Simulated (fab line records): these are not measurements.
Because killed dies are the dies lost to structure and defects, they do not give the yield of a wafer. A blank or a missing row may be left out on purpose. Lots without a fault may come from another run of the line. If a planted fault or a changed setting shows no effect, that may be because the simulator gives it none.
Split-lot trial + flow sky130 + route with 708 steps; 5 lots, 23 wafers read

ABOUT THE SPLIT
At SKY_VIA1_CMP_02 (polishes SiO2), the setting leave_above_ref_nm was moved away from the recipe's 345 nm on 11 of the 23 wafers read, by -6.8% to -2.6%. For the rest of the wafers, this setting stayed at what the recipe calls for.

FROM THE SPLIT TO THE READING: what the file shows between them, 2 steps
- SKY_VIA1_DEVELOP_11: develop time 60 s (also split here: develop_time_s)
- SKY_VIA1_ETCH_14: etches BARC in N2/H2, stops on SiO2, time 45.9 s, target depth 60 nm

THE READING
oes_product_au, in a.u., at SKY_VIA1_ETCH_15 (etches SiO2 in C4F8/O2/Ar, stops on TiN, target depth 351 nm, time 54 s). Fault-free wafers of this fab line usually give 0.986 a.u., standard deviation 0.0052 a.u.

| wafer  | tool, chamber at the split | leave_above_ref_nm as run, nm | against the recipe | oes_product_au, a.u. | against lot-mates on the recipe |
|--------|----------------------------|-------------------------------|--------------------|----------------------|---------------------------------|
| L074.1 | cmp-02, 3                  | 321.5                         | -6.8%              | 0.953                | -0.037                          |
| L074.2 | cmp-02, 1                  | 321.5                         | -6.8%              | 0.934                | -0.056                          |
| L074.3 | cmp-02, 2                  | 345                           | recipe             | 0.992                | -                               |
| L074.4 | cmp-02, 0                  | 345                           | recipe             | 0.988                | -                               |
| L074.6 | cmp-02, 0                  | 321.5                         | -6.8%              | 0.959                | -0.031                          |
| L075.1 | cmp-01, 2                  | 336.1                         | -2.6%              | 0.968                | -0.021                          |
| L075.3 | cmp-01, 0                  | 345                           | recipe             | 0.994                | -                               |
| L075.4 | cmp-01, 3                  | 336.1                         | -2.6%              | 0.975                | -0.014                          |
| L075.5 | cmp-01, 1                  | 336.1                         | -2.6%              | 0.972                | -0.017                          |
| L075.6 | cmp-01, 0                  | 345                           | recipe             | 0.984                | -                               |
| L076.1 | cmp-02, 1                  | 326.3                         | -5.4%              | 0.959                | -0.025                          |
| L076.2 | cmp-02, 3                  | 326.3                         | -5.4%              | 0.952                | -0.032                          |
| L076.3 | cmp-02, 0                  | 345                           | recipe             | 0.984                | -                               |
| L076.5 | cmp-02, 2                  | 326.3                         | -5.4%              | 0.961                | -0.023                          |
| L076.6 | cmp-02, 1                  | 345                           | recipe             | 0.985                | -                               |
| L077.1 | cmp-02, 3                  | 323.5                         | -6.2%              | 0.951                | -0.035                          |
| L077.2 | cmp-02, 0                  | 345                           | recipe             | 0.980                | -                               |
| L077.3 | cmp-02, 1                  | 323.5                         | -6.2%              | 0.948                | -0.038                          |
| L077.4 | cmp-02, 2                  | 345                           | recipe             | 0.986                | -                               |
| L077.6 | cmp-02, 3                  | 345                           | recipe             | 0.991                | -                               |
| L081.1 | cmp-01, 2                  | 345                           | recipe             | 0.985                | -                               |
| L081.2 | cmp-01, 1                  | 345                           | recipe             | 0.987                | -                               |
| L081.3 | cmp-01, 0                  | 345                           | recipe             | 0.995                | -                               |

THE FIT
A straight line over all 23 wafers: oes_product_au changes by +0.00578 a.u. for each +1% of leave_above_ref_nm; r = +0.95; the points scatter about the line by 0.0056 a.u.
The same after taking each lot's own level away (the mean of its wafers on the recipe; 23 wafers): +0.00573 a.u. for each +1%; r = +0.95; scatter 0.0056 a.u.
According to that fit, moving leave_above_ref_nm by its largest amount changes the reading by 0.039 a.u.
The span of the lots' own levels, 0.9845 to 0.9900 a.u., comes to 1.1 times the standard deviation stated above.
Hence the lot-to-lot level has little effect on the slope; both slopes agree.
Check: for one of the wafers moved furthest among these (-6.8%), held out of the fit, the line's prediction against its lot-mates is -0.0396 a.u. Against them it came out at -0.037 a.u.

OTHER SPLITS ON THESE WAFERS
These wafers also went through other splits before the reading. Each is held against what the fit with the lots' levels taken away leaves over:
| other split on the same wafers     | wafers away from the commonest value | r with oes_product_au (lot level and that fit taken away) |
|------------------------------------|--------------------------------------|-----------------------------------------------------------|
| SKY_METAL1_COAT_10 resist_thk_nm   | 10                                   | +0.36                                                     |
| SKY_VIA1_DEVELOP_11 develop_time_s | 8                                    | +0.42                                                     |

THE WHOLE CHAIN: every reading that the file lists as answering this split, in the file's order
| step             | what it does                                                            | reading                                                                        | change (the file's fit)                   | r (the file's) |
|------------------|-------------------------------------------------------------------------|--------------------------------------------------------------------------------|-------------------------------------------|----------------|
| SKY_VIA1_CMP_02  | polishes SiO2                                                           | SiO2_of_VIA1_HDPCVD_00.thk_nm (the simulator's own value, which no gauge read) | +3.4 nm for each +1% of the setting       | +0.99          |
| SKY_VIA1_ETCH_15 | etches SiO2 in C4F8/O2/Ar, stops on TiN, target depth 351 nm, time 54 s | oes_product_au                                                                 | +0.00572 a.u. for each +1% of the setting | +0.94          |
| SKY_VIA1_ETCH_15 | etches SiO2 in C4F8/O2/Ar, stops on TiN, target depth 351 nm, time 54 s | VIA1.feature_depth_nm (the simulator's own value, which no gauge read)         | +3.43 nm for each +1% of the setting      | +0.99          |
| SKY_VIA1_ETCH_15 | etches SiO2 in C4F8/O2/Ar, stops on TiN, target depth 351 nm, time 54 s | etch.depth_nm (the simulator's own value, which no gauge read)                 | +3.53 nm for each +1% of the setting      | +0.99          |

FILE'S OWN FIT
oes_product_au changes by +0.00572 a.u. for each +1% of leave_above_ref_nm, r = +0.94.
